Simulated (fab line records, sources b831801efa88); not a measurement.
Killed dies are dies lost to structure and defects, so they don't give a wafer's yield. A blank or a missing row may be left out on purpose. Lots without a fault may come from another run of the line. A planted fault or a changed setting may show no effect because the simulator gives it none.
Chamber matching | flow sky130 | SKY_LI_CONTACT_ETCH_14 on rie_diel-02: 4 sister chambers
The step etches BARC in N2/H2, stops on SiO2, time 45.9 s, target depth 60 nm. 4 wafers are shown with their chamber, then 8 later ones without.

WAFERS WITH THEIR CHAMBER
wafer  | chamber | drypump_motor_current_A (A)
L079.6 | 2       | 6.4
L084.1 | 3       | 5.7
L084.3 | 1       | 5.5
L091.1 | 0       | 5.7

WAFERS WITHOUT THEIR CHAMBER
wafer  | drypump_motor_current_A (A)
L091.4 | 6.5
L091.5 | 5.7
L092.1 | 5.8
L092.5 | 5.7
L092.6 | 5.8
L095.1 | 5.7
L095.2 | 5.5
L095.6 | 6.4

WHICH CHAMBER EACH WENT THROUGH
wafer  | from the rows above     | in truth
L091.4 | 2                       | 2
L091.5 | can't be placed: 0 or 3 | 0
L092.1 | can't be placed: 0 or 3 | 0
L092.5 | can't be placed: 0 or 3 | 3
L092.6 | can't be placed: 0 or 3 | 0
L095.1 | can't be placed: 0 or 3 | 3
L095.2 | 1                       | 1
L095.6 | 2                       | 2
Placed correctly: 3 of 8. Can't be placed from these rows: 5 (the true chamber is among the candidates in 5). Placed wrongly: 0.
How it was worked out, from the rows above alone: a wafer's distance from a chamber is the root of the sum, over the readings, of the square of ((its reading less the chamber's mean) divided by the reading's scatter). The wafer belongs to the nearest chamber; if the next one is less than 2 further off, it can't be placed. A chamber's mean is the mean of its shown wafers. The scatter: with one shown wafer a chamber, the root of the mean of the squares of how far each hidden wafer lies from its nearest shown one.
